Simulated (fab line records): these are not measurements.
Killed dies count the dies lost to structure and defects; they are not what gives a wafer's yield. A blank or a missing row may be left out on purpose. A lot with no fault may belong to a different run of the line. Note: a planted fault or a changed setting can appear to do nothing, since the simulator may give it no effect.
Which tool did it? ; flow gf180mcu ; 6 lots with 18 wafers sampled at 3 steps, on a route of 602 steps

## WHAT EACH GAUGE READ, for each wafer
GF_HV_LDD_CD_MEAS_07 targets a cd of 400 nm.
lot;measured;on;cd nm (nm)
L237;day 10 15:04;cd sem-02;401.7 402.1 402.4
L239;day 11 03:53;cd sem-01;437.5 434.1 434.9
L248;day 13 19:05;cd sem-02;398.0 397.7 399.2
L251;day 14 17:32;cd sem-02;401.2 402.2 398.8
L254;day 15 16:32;cd sem-02;398.8 398.3 398.4
L258;day 16 22:10;cd sem-01;401.3 399.9 401.2

## EACH LOT AND THE TOOL THAT RAN IT (in order: tool; ch and the chambers of the sampled wafers; start)
lot;GF_LVPWELL_STRIP_10;GF_HV_LDD_DEVELOP_06
L237;plasma asher-03 ch 0,1, day 4 05:53;litho track-03 ch 0, day 10 14:55
L239;plasma asher-04 ch 0,1, day 4 16:25;litho track-03 ch 0, day 11 03:44
L248;plasma asher-03 ch 0,1, day 6 16:57;litho track-04 ch 0, day 13 18:57
L251;plasma asher-04 ch 0,1, day 7 10:10;litho track-01 ch 0, day 14 17:23
L254;plasma asher-01 ch 0,1, day 8 04:04;litho track-04 ch 0, day 15 16:24
L258;plasma asher-03 ch 0,1, day 9 01:37;litho track-01 ch 0, day 16 21:55
- GF_LVPWELL_STRIP_10: strips in O2/N2.
- GF_HV_LDD_DEVELOP_06: develop time 60 s.

## THE ANSWER, worked out from the rows above alone
Rule: what is usual is taken from the lots themselves. Put in order of their means at a reading, lots are off if they are a third of the lots or fewer, leave a main group of 4 or more, and stand apart from it by a gap of 3 or more times the standard deviation of the main group's means; of several such gaps the widest counts. Not used: any main group whose means are identical at the precision the tables above print for the reading. Also off: a lot with no number at a reading for which 4 or more lots have one. The other lots that the step has rows for count as sound.
Off, at GF_HV_LDD_CD_MEAS_07 on cd nm: L239. Mean 400.1 nm and standard deviation 1.5 in the main group.
A tool fits if, at a process step before that reading, it ran every lot that is off, and no sound lot after the first of them. Gauges at GF_HV_LDD_CD_MEAS_07: tried the same way as those tools. One candidate fits, namely litho track-03 at GF_HV_LDD_DEVELOP_06. Its last sound lot is L237 (day 10 14:55), its first lot that is off L239 (day 11 03:44): a fault that began between those two fits.

## WHAT THE SIMULATOR HAD PUT IN
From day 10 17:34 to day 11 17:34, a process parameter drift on litho track-03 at GF_HV_LDD_DEVELOP_06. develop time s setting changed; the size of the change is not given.
Lots struck among those shown: L239. The rule given above showed the same thing.
